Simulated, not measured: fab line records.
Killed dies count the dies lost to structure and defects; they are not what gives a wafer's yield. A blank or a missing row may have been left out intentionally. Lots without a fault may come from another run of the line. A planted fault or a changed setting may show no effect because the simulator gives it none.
fab line records :: flow sky130
record:
  lots: 6
  wafers: 18
  last_day: 50
route steps=708 shown LDD_N@237 PAD_OPEN@708
lots that met no fault: from a run of the same line without faults
start_h: start of the lot's first displayed wafer, in hours after the record's first day :: wait_h: hours since the lot's step before :: " same as the row above :: L1.1+2: a row that stands for several wafers :: - no value present, or no start provided :: * or withheld: withheld :: < > ~ a bound
route shown NAME@n: names a module that has steps shown in the file, with the first one's number in the route :: usual: mean/standard deviation of fault-free wafers :: same: alike in all rows :: chamber/n: place in a boat :: sites: each site's reading :: _std_site: standard deviation of those values :: _edge_site: mean of outer sites minus mean of inner sites :: radius_mm: how far each site lies from the wafer's centre :: mask NAME#n: copy n :: behind: the last tool/chamber to shape the wafer :: hold: why the lot went on hold/how many hours it stayed there/how the hold came to an end :: device: which transistor (n, p or np) failed to switch :: end of line: the same wafers' tests at the end of the route :: for a step that has no rows: nothing shown but its recipe :: killed: the dies lost at the first sort to structure and to defects; this is not the yield of the wafer :: map: per-die view of a wafer (x killed, . not killed, _ where there is no die)
set.NAME: the setting that was run; set.NAME@STEP: the one run at that earlier step :: model.NAME: the simulator's own value behind a step, which no gauge read
lots seen at some steps along the route; tables by step, rows by wafer
services: when a tool's chamber went out of use (start_h, in hours from the record's first day, below 0 if earlier), for how many hours, and the reason
== steps ==
step: SKY_LDD_N_DEHYDRATE_00
recipe:
  temp_c: 200
  time_s: 60
step: SKY_LDD_N_HMDS_01
recipe:
  prime_time_s: 60
  prime_temp_c: 120
step: SKY_LDD_N_COAT_02
recipe:
  resist: NOVOLAK
  spin_rpm: 3000
  resist_thk_nm: 300
step: SKY_LDD_N_SOFTBAKE_03
recipe:
  temp_c: 88.91
  time_s: 60
  resist: NOVOLAK
step: SKY_LDD_N_EXPOSE_04
recipe:
  mask_id: NTM
  target_cd_nm: 840
  na: 0.6
  source_shape: conventional
  sigma_outer: 0.6
  dose_mj: 110
step: SKY_LDD_N_PEB_05
recipe:
  temp_c: withheld
  time_s: *
  resist: NOVOLAK
step: SKY_LDD_N_DEVELOP_06
recipe:
  develop_time_s: 60
  dev_temp_c: 23
step: SKY_LDD_N_OVL_MEAS_07
usual:
  LDD_N_OVL: 1.8/1.4
lot.wafer: L284.4
tool: overlay-01
chamber: -
start_h: 423.06
wait_h: 0.1
LDD_N_OVL[nm]: 1.6

lot.wafer: L284.5
tool: overlay-01
chamber: -
start_h: 423.06
wait_h: 0.1
LDD_N_OVL[nm]: 3.9

lot.wafer: L284.6
tool: overlay-01
chamber: -
start_h: 423.06
wait_h: 0.1
LDD_N_OVL[nm]: -0.6

lot.wafer: L286.1
tool: overlay-02
chamber: -
start_h: 436.14
wait_h: 0.1
LDD_N_OVL[nm]: 4.8

lot.wafer: L286.2
tool: overlay-02
chamber: -
start_h: 436.14
wait_h: 0.1
LDD_N_OVL[nm]: 4.2

lot.wafer: L286.5
tool: overlay-02
chamber: -
start_h: 436.14
wait_h: 0.1
LDD_N_OVL[nm]: 3.9

lot.wafer: L295.1
tool: overlay-01
chamber: -
start_h: 514.64
wait_h: 0.1
LDD_N_OVL[nm]: 3.3

lot.wafer: L295.2
tool: overlay-01
chamber: -
start_h: 514.64
wait_h: 0.1
LDD_N_OVL[nm]: 0.8

lot.wafer: L295.4
tool: overlay-01
chamber: -
start_h: 514.64
wait_h: 0.1
LDD_N_OVL[nm]: 3.0

lot.wafer: L296.3
tool: overlay-01
chamber: -
start_h: 528.00
wait_h: 0.1
LDD_N_OVL[nm]: -0.2

lot.wafer: L296.4
tool: overlay-01
chamber: -
start_h: 528.00
wait_h: 0.1
LDD_N_OVL[nm]: 0.8

lot.wafer: L296.5
tool: overlay-01
chamber: -
start_h: 528.00
wait_h: 0.1
LDD_N_OVL[nm]: 0.5

lot.wafer: L304.1
tool: overlay-02
chamber: -
start_h: 597.94
wait_h: 0.1
LDD_N_OVL[nm]: 1.6

lot.wafer: L304.4
tool: overlay-02
chamber: -
start_h: 597.94
wait_h: 0.1
LDD_N_OVL[nm]: 3.8

lot.wafer: L304.6
tool: overlay-02
chamber: -
start_h: 597.94
wait_h: 0.1
LDD_N_OVL[nm]: 2.4

lot.wafer: L305.4
tool: overlay-01
chamber: -
start_h: 603.75
wait_h: 0.1
LDD_N_OVL[nm]: 3.7

lot.wafer: L305.5
tool: overlay-01
chamber: -
start_h: 603.75
wait_h: 0.1
LDD_N_OVL[nm]: 4.1

lot.wafer: L305.6
tool: overlay-01
chamber: -
start_h: 603.75
wait_h: 0.1
LDD_N_OVL[nm]: 5.4
step: SKY_LDD_N_IMPLANT_08
recipe:
  species: As
  energy_kev: 20
  dose_cm2: 7.5e+13
  tilt_deg: withheld
  rotation_deg: 23
step: SKY_LDD_N_IMPLANT_09
recipe:
  species: As
  energy_kev: 20
  dose_cm2: 7.5e+13
  tilt_deg: withheld
  rotation_deg: 113
step: SKY_LDD_N_IMPLANT_10
recipe:
  species: As
  energy_kev: 20
  dose_cm2: 7.5e+13
  tilt_deg: withheld
  rotation_deg: 203
step: SKY_LDD_N_IMPLANT_11
recipe:
  species: As
  energy_kev: 20
  dose_cm2: 7.5e+13
  tilt_deg: withheld
  rotation_deg: 293
step: SKY_LDD_N_IMPLANT_12
recipe:
  species: BF2
  energy_kev: 50
  dose_cm2: 5e+12
  tilt_deg: 30
  rotation_deg: 0
usual:
  beam_energy_keV: 50.000/0.016
  beam_on_s: 9.97/0.22
same:
  implant_ion_amu: 49
lot.wafer: L284.4
tool: implanter-03
chamber: 0
start_h: 423.75
wait_h: 0.1
beam_energy_keV: 50.011
beam_on_s: 10.14
model.implant.rp_nm: 32.31
model.implant.drp_nm: 18.83

lot.wafer: L284.5
tool: implanter-03
chamber: 0
start_h: 423.75
wait_h: 0.1
beam_energy_keV: 50.029
beam_on_s: 10.39
model.implant.rp_nm: 32.31
model.implant.drp_nm: 18.83

lot.wafer: L284.6
tool: implanter-03
chamber: 0
start_h: 423.75
wait_h: 0.1
beam_energy_keV: 50.017
beam_on_s: 9.57
model.implant.rp_nm: 32.31
model.implant.drp_nm: 18.83

lot.wafer: L286.1
tool: implanter-04
chamber: 0
start_h: 436.77
wait_h: 0.1
beam_energy_keV: 50.004
beam_on_s: 9.80
model.implant.rp_nm: 31.34
model.implant.drp_nm: 18.83

lot.wafer: L286.2
tool: implanter-04
chamber: 0
start_h: 436.77
wait_h: 0.1
beam_energy_keV: 49.997
beam_on_s: 9.98
model.implant.rp_nm: 31.34
model.implant.drp_nm: 18.83

lot.wafer: L286.5
tool: implanter-04
chamber: 0
start_h: 436.77
wait_h: 0.1
beam_energy_keV: 49.987
beam_on_s: 9.93
model.implant.rp_nm: 31.34
model.implant.drp_nm: 18.83

lot.wafer: L295.1
tool: implanter-03
chamber: 0
start_h: 515.27
wait_h: 0.1
beam_energy_keV: 31.363
beam_on_s: 9.90
model.implant.rp_nm: 21.3
model.implant.drp_nm: 13.53

lot.wafer: L295.2
tool: implanter-03
chamber: 0
start_h: 515.27
wait_h: 0.1
beam_energy_keV: 31.368
beam_on_s: 10.01
model.implant.rp_nm: 21.3
model.implant.drp_nm: 13.53

lot.wafer: L295.4
tool: implanter-03
chamber: 0
start_h: 515.27
wait_h: 0.1
beam_energy_keV: 31.309
beam_on_s: 10.10
model.implant.rp_nm: 21.3
model.implant.drp_nm: 13.53

lot.wafer: L296.3
tool: implanter-03
chamber: 0
start_h: 530.90
wait_h: 2.4
beam_energy_keV: 31.366
beam_on_s: 10.01
model.implant.rp_nm: 22.04
model.implant.drp_nm: 13.53

lot.wafer: L296.4
tool: implanter-03
chamber: 0
start_h: 530.90
wait_h: 2.4
beam_energy_keV: 31.356
beam_on_s: 10.22
model.implant.rp_nm: 22.04
model.implant.drp_nm: 13.53

lot.wafer: L296.5
tool: implanter-03
chamber: 0
start_h: 530.90
wait_h: 2.4
beam_energy_keV: 31.351
beam_on_s: 10.14
model.implant.rp_nm: 22.04
model.implant.drp_nm: 13.53

lot.wafer: L304.1
tool: implanter-04
chamber: 0
start_h: 598.57
wait_h: 0.1
beam_energy_keV: 50.006
beam_on_s: 9.92
model.implant.rp_nm: 33.58
model.implant.drp_nm: 18.83

lot.wafer: L304.4
tool: implanter-04
chamber: 0
start_h: 598.57
wait_h: 0.1
beam_energy_keV: 50.007
beam_on_s: 9.85
model.implant.rp_nm: 33.58
model.implant.drp_nm: 18.83

lot.wafer: L304.6
tool: implanter-04
chamber: 0
start_h: 598.57
wait_h: 0.1
beam_energy_keV: 50.017
beam_on_s: 9.97
model.implant.rp_nm: 33.58
model.implant.drp_nm: 18.83

lot.wafer: L305.4
tool: implanter-04
chamber: 0
start_h: 604.45
wait_h: 0.1
beam_energy_keV: 49.999
beam_on_s: 9.74
model.implant.rp_nm: 32.12
model.implant.drp_nm: 18.83

lot.wafer: L305.5
tool: implanter-04
chamber: 0
start_h: 604.45
wait_h: 0.1
beam_energy_keV: 49.985
beam_on_s: 9.77
model.implant.rp_nm: 32.12
model.implant.drp_nm: 18.83

lot.wafer: L305.6
tool: implanter-04
chamber: 0
start_h: 604.45
wait_h: 0.1
beam_energy_keV: 50.011
beam_on_s: 10.30
model.implant.rp_nm: 32.12
model.implant.drp_nm: 18.83
step: SKY_LDD_N_IMPLANT_13
recipe:
  species: BF2
  energy_kev: 50
  dose_cm2: 5e+12
  tilt_deg: 30
  rotation_deg: 90
step: SKY_PAD_OPEN_PROBE_99
usual:
  killed_at_M0_to_M3: 43/7.7
  killed_at_M4_up: 2.9/1.7
  killed_at_contacts: 24/5.5
  killed_at_front_end: 15/4
  killed_at_other: 0.4/0.66
  killed_dies: 86/9.4
  killed_open: 47/6.7
  killed_short: 38/6.2
same:
  gross_dies: 492
  killed_at_back_side: 0
lot.wafer: L284.4
tool: prober-02
chamber: -
start_h: 1093.10
wait_h: 0.2
killed_at_M0_to_M3: 33
killed_at_M4_up: 5
killed_at_contacts: 30
killed_at_front_end: 21
killed_at_other: 4
killed_dies: 93
killed_open: 53
killed_short: 37
model.etest.nfet_01v8_lvt.vt_sat_v: 0.5364
model.etest.sram_nfet_pass.vt_sat_v: 0.5837
model.etest.nfet_01v8.vt_sat_v: 0.6499
model.etest.nfet_01v8_lvt.vt_v: 0.6135
model.etest.nfet_01v8.vt_v: 0.7025
model.etest.nfet_01v8_swapped.vt_v: 0.7028

lot.wafer: L284.5
tool: prober-02
chamber: -
start_h: 1093.15
wait_h: 0.2
killed_at_M0_to_M3: 50
killed_at_M4_up: 4
killed_at_contacts: 17
killed_at_front_end: 16
killed_at_other: 1
killed_dies: 88
killed_open: 42
killed_short: 45
model.etest.nfet_01v8_lvt.vt_sat_v: 0.5465
model.etest.sram_nfet_pass.vt_sat_v: 0.5929
model.etest.nfet_01v8.vt_sat_v: 0.656
model.etest.nfet_01v8_lvt.vt_v: 0.6191
model.etest.nfet_01v8.vt_v: 0.7064
model.etest.nfet_01v8_swapped.vt_v: 0.7067

lot.wafer: L284.6
tool: prober-02
chamber: -
start_h: 1093.20
wait_h: 0.2
killed_at_M0_to_M3: 51
killed_at_M4_up: 4
killed_at_contacts: 20
killed_at_front_end: 10
killed_at_other: 0
killed_dies: 85
killed_open: 56
killed_short: 29
model.etest.nfet_01v8_lvt.vt_sat_v: 0.548
model.etest.sram_nfet_pass.vt_sat_v: 0.5868
model.etest.nfet_01v8.vt_sat_v: 0.659
model.etest.nfet_01v8_lvt.vt_v: 0.6187
model.etest.nfet_01v8.vt_v: 0.7082
model.etest.nfet_01v8_swapped.vt_v: 0.7086

lot.wafer: L286.1
tool: prober-02
chamber: -
start_h: 1096.15
wait_h: 0.1
killed_at_M0_to_M3: 50
killed_at_M4_up: 0
killed_at_contacts: 25
killed_at_front_end: 21
killed_at_other: 0
killed_dies: 96
killed_open: 38
killed_short: 57
model.etest.nfet_01v8_lvt.vt_sat_v: 0.5272
model.etest.sram_nfet_pass.vt_sat_v: 0.5716
model.etest.nfet_01v8.vt_sat_v: 0.648
model.etest.nfet_01v8_lvt.vt_v: 0.6096
model.etest.nfet_01v8.vt_v: 0.7037
model.etest.nfet_01v8_swapped.vt_v: 0.7039

lot.wafer: L286.2
tool: prober-02
chamber: -
start_h: 1096.20
wait_h: 0.1
killed_at_M0_to_M3: 47
killed_at_M4_up: 2
killed_at_contacts: 27
killed_at_front_end: 15
killed_at_other: 0
killed_dies: 91
killed_open: 46
killed_short: 44
model.etest.nfet_01v8_lvt.vt_sat_v: 0.5303
model.etest.sram_nfet_pass.vt_sat_v: 0.5824
model.etest.nfet_01v8.vt_sat_v: 0.6513
model.etest.nfet_01v8_lvt.vt_v: 0.6072
model.etest.nfet_01v8.vt_v: 0.7056
model.etest.nfet_01v8_swapped.vt_v: 0.7054

lot.wafer: L286.5
tool: prober-02
chamber: -
start_h: 1096.35
wait_h: 0.2
killed_at_M0_to_M3: 44
killed_at_M4_up: 2
killed_at_contacts: 30
killed_at_front_end: 16
killed_at_other: 0
killed_dies: 92
killed_open: 53
killed_short: 38
model.etest.nfet_01v8_lvt.vt_sat_v: 0.5474
model.etest.sram_nfet_pass.vt_sat_v: 0.5855
model.etest.nfet_01v8.vt_sat_v: 0.6596
model.etest.nfet_01v8_lvt.vt_v: 0.6227
model.etest.nfet_01v8.vt_v: 0.7113
model.etest.nfet_01v8_swapped.vt_v: 0.7118

lot.wafer: L295.1
tool: prober-01
chamber: -
start_h: 1150.42
wait_h: 0.1
killed_at_M0_to_M3: 43
killed_at_M4_up: 4
killed_at_contacts: 29
killed_at_front_end: 15
killed_at_other: 0
killed_dies: 91
killed_open: 43
killed_short: 48
model.etest.nfet_01v8_lvt.vt_sat_v: 0.4873
model.etest.sram_nfet_pass.vt_sat_v: 0.5479
model.etest.nfet_01v8.vt_sat_v: 0.613
model.etest.nfet_01v8_lvt.vt_v: 0.5838
model.etest.nfet_01v8.vt_v: 0.6773
model.etest.nfet_01v8_swapped.vt_v: 0.6786

lot.wafer: L295.2
tool: prober-01
chamber: -
start_h: 1150.47
wait_h: 0.1
killed_at_M0_to_M3: 54
killed_at_M4_up: 3
killed_at_contacts: 16
killed_at_front_end: 14
killed_at_other: 0
killed_dies: 87
killed_open: 44
killed_short: 43
model.etest.nfet_01v8_lvt.vt_sat_v: 0.4955
model.etest.sram_nfet_pass.vt_sat_v: 0.5408
model.etest.nfet_01v8.vt_sat_v: 0.6145
model.etest.nfet_01v8_lvt.vt_v: 0.5837
model.etest.nfet_01v8.vt_v: 0.6772
model.etest.nfet_01v8_swapped.vt_v: 0.6783

lot.wafer: L295.4
tool: prober-01
chamber: -
start_h: 1150.57
wait_h: 0.2
killed_at_M0_to_M3: 43
killed_at_M4_up: 3
killed_at_contacts: 20
killed_at_front_end: 10
killed_at_other: 0
killed_dies: 76
killed_open: 42
killed_short: 34
model.etest.nfet_01v8_lvt.vt_sat_v: 0.4934
model.etest.sram_nfet_pass.vt_sat_v: 0.5288
model.etest.nfet_01v8.vt_sat_v: 0.613
model.etest.nfet_01v8_lvt.vt_v: 0.5843
model.etest.nfet_01v8.vt_v: 0.6803
model.etest.nfet_01v8_swapped.vt_v: 0.6813

lot.wafer: L296.3
tool: prober-02
chamber: -
start_h: 1158.07
wait_h: 0.2
killed_at_M0_to_M3: 45
killed_at_M4_up: 2
killed_at_contacts: 27
killed_at_front_end: 18
killed_at_other: 1
killed_dies: 93
killed_open: 49
killed_short: 44
model.etest.nfet_01v8_lvt.vt_sat_v: 0.4938
model.etest.sram_nfet_pass.vt_sat_v: 0.5242
model.etest.nfet_01v8.vt_sat_v: 0.6128
model.etest.nfet_01v8_lvt.vt_v: 0.5907
model.etest.nfet_01v8.vt_v: 0.6815
model.etest.nfet_01v8_swapped.vt_v: 0.6826

lot.wafer: L296.4
tool: prober-02
chamber: -
start_h: 1158.12
wait_h: 0.2
killed_at_M0_to_M3: 26
killed_at_M4_up: 2
killed_at_contacts: 18
killed_at_front_end: 15
killed_at_other: 0
killed_dies: 61
killed_open: 40
killed_short: 21
model.etest.nfet_01v8_lvt.vt_sat_v: 0.5084
model.etest.sram_nfet_pass.vt_sat_v: 0.5274
model.etest.nfet_01v8.vt_sat_v: 0.6271
model.etest.nfet_01v8_lvt.vt_v: 0.5969
model.etest.nfet_01v8.vt_v: 0.6868
model.etest.nfet_01v8_swapped.vt_v: 0.6876

lot.wafer: L296.5
tool: prober-02
chamber: -
start_h: 1158.17
wait_h: 0.2
killed_at_M0_to_M3: 48
killed_at_M4_up: 3
killed_at_contacts: 23
killed_at_front_end: 15
killed_at_other: 0
killed_dies: 89
killed_open: 53
killed_short: 36
model.etest.nfet_01v8_lvt.vt_sat_v: 0.4951
model.etest.sram_nfet_pass.vt_sat_v: 0.5056
model.etest.nfet_01v8.vt_sat_v: 0.6155
model.etest.nfet_01v8_lvt.vt_v: 0.5865
model.etest.nfet_01v8.vt_v: 0.6775
model.etest.nfet_01v8_swapped.vt_v: 0.6781

lot.wafer: L304.1
tool: prober-02
chamber: -
start_h: 1199.36
wait_h: 0.1
killed_at_M0_to_M3: 44
killed_at_M4_up: 5
killed_at_contacts: 31
killed_at_front_end: 14
killed_at_other: 0
killed_dies: 94
killed_open: 50
killed_short: 44
model.etest.nfet_01v8_lvt.vt_sat_v: 0.5218
model.etest.sram_nfet_pass.vt_sat_v: 0.5524
model.etest.nfet_01v8.vt_sat_v: 0.6356
model.etest.nfet_01v8_lvt.vt_v: 0.6047
model.etest.nfet_01v8.vt_v: 0.6958
model.etest.nfet_01v8_swapped.vt_v: 0.6956

lot.wafer: L304.4
tool: prober-02
chamber: -
start_h: 1199.51
wait_h: 0.2
killed_at_M0_to_M3: 34
killed_at_M4_up: 5
killed_at_contacts: 23
killed_at_front_end: 11
killed_at_other: 0
killed_dies: 73
killed_open: 49
killed_short: 24
model.etest.nfet_01v8_lvt.vt_sat_v: 0.5243
model.etest.sram_nfet_pass.vt_sat_v: 0.5485
model.etest.nfet_01v8.vt_sat_v: 0.6407
model.etest.nfet_01v8_lvt.vt_v: 0.6069
model.etest.nfet_01v8.vt_v: 0.6976
model.etest.nfet_01v8_swapped.vt_v: 0.6977

lot.wafer: L304.6
tool: prober-02
chamber: -
start_h: 1199.61
wait_h: 0.2
killed_at_M0_to_M3: 35
killed_at_M4_up: 5
killed_at_contacts: 28
killed_at_front_end: 9
killed_at_other: 0
killed_dies: 77
killed_open: 42
killed_short: 35
model.etest.nfet_01v8_lvt.vt_sat_v: 0.5238
model.etest.sram_nfet_pass.vt_sat_v: 0.583
model.etest.nfet_01v8.vt_sat_v: 0.6449
model.etest.nfet_01v8_lvt.vt_v: 0.6076
model.etest.nfet_01v8.vt_v: 0.7024
model.etest.nfet_01v8_swapped.vt_v: 0.7021

lot.wafer: L305.4
tool: prober-01
chamber: -
start_h: 1200.41
wait_h: 0.2
killed_at_M0_to_M3: 47
killed_at_M4_up: 4
killed_at_contacts: 26
killed_at_front_end: 11
killed_at_other: 2
killed_dies: 90
killed_open: 47
killed_short: 43
model.etest.nfet_01v8_lvt.vt_sat_v: 0.5333
model.etest.sram_nfet_pass.vt_sat_v: 0.5519
model.etest.nfet_01v8.vt_sat_v: 0.6392
model.etest.nfet_01v8_lvt.vt_v: 0.6063
model.etest.nfet_01v8.vt_v: 0.6952
model.etest.nfet_01v8_swapped.vt_v: 0.695

lot.wafer: L305.5
tool: prober-01
chamber: -
start_h: 1200.46
wait_h: 0.2
killed_at_M0_to_M3: 31
killed_at_M4_up: 3
killed_at_contacts: 20
killed_at_front_end: 9
killed_at_other: 1
killed_dies: 64
killed_open: 42
killed_short: 22
model.etest.nfet_01v8_lvt.vt_sat_v: 0.5423
model.etest.sram_nfet_pass.vt_sat_v: 0.5663
model.etest.nfet_01v8.vt_sat_v: 0.6532
model.etest.nfet_01v8_lvt.vt_v: 0.6141
model.etest.nfet_01v8.vt_v: 0.7024
model.etest.nfet_01v8_swapped.vt_v: 0.7026

lot.wafer: L305.6
tool: prober-01
chamber: -
start_h: 1200.51
wait_h: 0.2
killed_at_M0_to_M3: 51
killed_at_M4_up: 4
killed_at_contacts: 20
killed_at_front_end: 13
killed_at_other: 2
killed_dies: 90
killed_open: 51
killed_short: 39
model.etest.nfet_01v8_lvt.vt_sat_v: 0.5301
model.etest.sram_nfet_pass.vt_sat_v: 0.5578
model.etest.nfet_01v8.vt_sat_v: 0.6426
model.etest.nfet_01v8_lvt.vt_v: 0.614
model.etest.nfet_01v8.vt_v: 0.7005
model.etest.nfet_01v8_swapped.vt_v: 0.7007
killed by level:class
L284.4 CONTACT:geometric_particle:open=16 LI_CONTACT:geometric_particle:open=8 VIA3:geometric_particle:open=7 VIA1:geometric_particle:short=6 POLY_GATE:geometric_particle:open=5 METAL1:geometric_particle:short=5 CONTACT:geometric_particle:short=5 POLY_GATE:geometric_particle:short=4
L284.5 CONTACT:geometric_particle:open=9 VIA1:geometric_particle:open=8 VIA1:geometric_particle:short=8 VIA2:geometric_particle:open=7 VIA3:geometric_particle:open=6 METAL1:geometric_particle:short=6 METAL2:geometric_particle:short=5 FIELD_ISO:geometric_particle:open=4
L284.6 VIA1:geometric_particle:open=15 VIA3:geometric_particle:open=10 VIA2:geometric_particle:open=8 CONTACT:geometric_particle:open=7 LI_CONTACT:geometric_particle:open=6 METAL1:geometric_particle:short=4 FIELD_ISO:geometric_particle:open=3 VIA1:geometric_particle:short=3
L286.1 METAL1:geometric_particle:short=9 LI_CONTACT:geometric_particle:open=8 VIA2:geometric_particle:open=8 CONTACT:geometric_particle:short=7 VIA1:geometric_particle:open=7 METAL2:geometric_particle:short=7 FIELD_ISO:geometric_particle:short=6 POLY_GATE:geometric_particle:short=6
L286.2 LI_CONTACT:geometric_particle:open=12 METAL1:geometric_particle:short=9 VIA1:geometric_particle:open=8 FIELD_ISO:geometric_particle:short=6 CONTACT:geometric_particle:open=6 METAL2:geometric_particle:short=6 VIA1:geometric_particle:short=5 VIA2:geometric_particle:open=5
L286.5 LI_CONTACT:geometric_particle:open=10 VIA2:geometric_particle:open=10 CONTACT:geometric_particle:open=9 VIA1:geometric_particle:open=8 VIA3:geometric_particle:open=5 CONTACT:geometric_particle:short=5 METAL1:geometric_particle:short=5 POLY_GATE:geometric_particle:open=4
L295.1 VIA3:geometric_particle:open=10 CONTACT:geometric_particle:short=8 VIA1:geometric_particle:open=8 CONTACT:geometric_particle:open=7 LOCAL_INTERCONNECT:geometric_particle:short=6 POLY_GATE:geometric_particle:short=5 LI_CONTACT:geometric_particle:open=4 VIA1:geometric_particle:short=4
L295.2 VIA1:geometric_particle:open=14 VIA3:geometric_particle:open=9 VIA3:geometric_particle:short=8 POLY_GATE:geometric_particle:short=5 CONTACT:geometric_particle:short=5 METAL1:geometric_particle:short=5 LI_CONTACT:geometric_particle:open=4 CONTACT:geometric_particle:open=4
L295.4 CONTACT:geometric_particle:open=11 VIA1:geometric_particle:open=10 VIA2:geometric_particle:open=8 METAL1:geometric_particle:short=5 VIA3:geometric_particle:open=5 VIA1:geometric_particle:short=5 CONTACT:geometric_particle:short=4 FIELD_ISO:geometric_particle:short=3
L296.3 CONTACT:geometric_particle:open=10 VIA2:geometric_particle:open=8 VIA3:geometric_particle:open=7 VIA1:geometric_particle:open=7 METAL2:geometric_particle:short=7 POLY_GATE:geometric_particle:short=6 LI_CONTACT:geometric_particle:open=6 LOCAL_INTERCONNECT:geometric_particle:short=6
L296.4 CONTACT:geometric_particle:open=10 VIA3:geometric_particle:open=6 FIELD_ISO:geometric_particle:open=5 VIA2:geometric_particle:open=5 POLY_GATE:geometric_particle:short=5 VIA1:geometric_particle:open=5 LI_CONTACT:geometric_particle:open=4 VIA2:geometric_particle:short=3
L296.5 VIA3:geometric_particle:open=11 CONTACT:geometric_particle:open=9 METAL1:geometric_particle:short=8 LI_CONTACT:geometric_particle:open=8 VIA2:geometric_particle:open=8 VIA1:geometric_particle:open=7 VIA1:geometric_particle:short=4 SPACER:geometric_particle:short=4
L304.1 LOCAL_INTERCONNECT:geometric_particle:short=12 VIA1:geometric_particle:open=11 CONTACT:geometric_particle:open=9 METAL2:geometric_particle:short=8 VIA2:geometric_particle:open=6 VIA1:geometric_particle:short=6 VIA3:geometric_particle:open=6 FIELD_ISO:geometric_particle:open=5
L304.4 VIA1:geometric_particle:open=9 CONTACT:geometric_particle:open=7 LI_CONTACT:geometric_particle:open=6 VIA2:geometric_particle:open=6 VIA3:geometric_particle:open=5 FIELD_ISO:geometric_particle:open=4 LOCAL_INTERCONNECT:geometric_particle:short=4 POLY_GATE:geometric_particle:open=3
L304.6 LI_CONTACT:geometric_particle:open=9 CONTACT:geometric_particle:open=9 VIA2:geometric_particle:open=7 METAL1:geometric_particle:short=5 VIA3:geometric_particle:open=5 LOCAL_INTERCONNECT:geometric_particle:short=4 CONTACT:geometric_particle:short=4 VIA2:geometric_particle:short=4
L305.4 CONTACT:geometric_particle:open=11 VIA2:geometric_particle:open=8 METAL2:geometric_particle:short=7 VIA3:geometric_particle:open=7 LOCAL_INTERCONNECT:geometric_particle:short=5 VIA1:geometric_particle:open=5 LI_CONTACT:geometric_particle:open=4 CONTACT:geometric_particle:short=4
L305.5 VIA1:geometric_particle:open=13 LI_CONTACT:geometric_particle:open=7 CONTACT:geometric_particle:open=6 VIA2:geometric_particle:open=6 CONTACT:geometric_particle:short=4 FIELD_ISO:geometric_particle:open=3 POLY_GATE:geometric_particle:short=3 METAL1:geometric_particle:short=3
L305.6 VIA1:geometric_particle:open=10 VIA2:geometric_particle:open=9 METAL1:geometric_particle:short=9 CONTACT:geometric_particle:open=8 METAL2:geometric_particle:short=7 LI_CONTACT:geometric_particle:open=5 VIA3:geometric_particle:open=5 FIELD_ISO:geometric_particle:open=4
== services ==
tool: implanter-03
chamber: -
start_h: 417.47
hours: 5.4
kind: repair

tool: implanter-03
chamber: -
start_h: 479.74
hours: 6.4
kind: pm

tool: implanter-03
chamber: -
start_h: 518.11
hours: 3.1
kind: repair

tool: implanter-03
chamber: -
start_h: 601.23
hours: 0.6
kind: repair

tool: implanter-03
chamber: -
start_h: 603.69
hours: 23.2
kind: pm
== key ==
first_sign:
  step: SKY_LDD_N_IMPLANT_12
  reading: beam_energy_keV
  direction: down
  sigmas: 99+
  usual: *
  struck: *
effect none on later readings
model_effect:
  step: SKY_LDD_N_IMPLANT_12
  value: implant.rp_nm
  without: 32.4
  struck: 21.67
model_effect:
  step: SKY_PAD_OPEN_PROBE_99
  value: etest.nfet_01v8_lvt.vt_sat_v
  without: 0.5327
  struck: 0.4956
met_at SKY_LDD_N_IMPLANT_12
struck_wafers L295.1,L295.2,L295.4,L296.3,L296.4,L296.5
tester_left_out L295,L296
onset_between 423.75 515.27
fault:
  kind: process_parameter_drift
  tool: implanter-03
  chamber: -
  onset_h: 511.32
  steps: SKY_LDD_N_IMPLANT_12
  channel: energy_kev
  offset: *
  shape: step
  end_h: 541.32
  acts_in: *
  stated: *
tester_left_out: of these lots the tester's yield and bins aren't shown, on N5 and GAA mostly nor the transistor test; their killed dies are dies lost to structure and defects alone, not to doping, threshold or leakage, so they don't give the yield
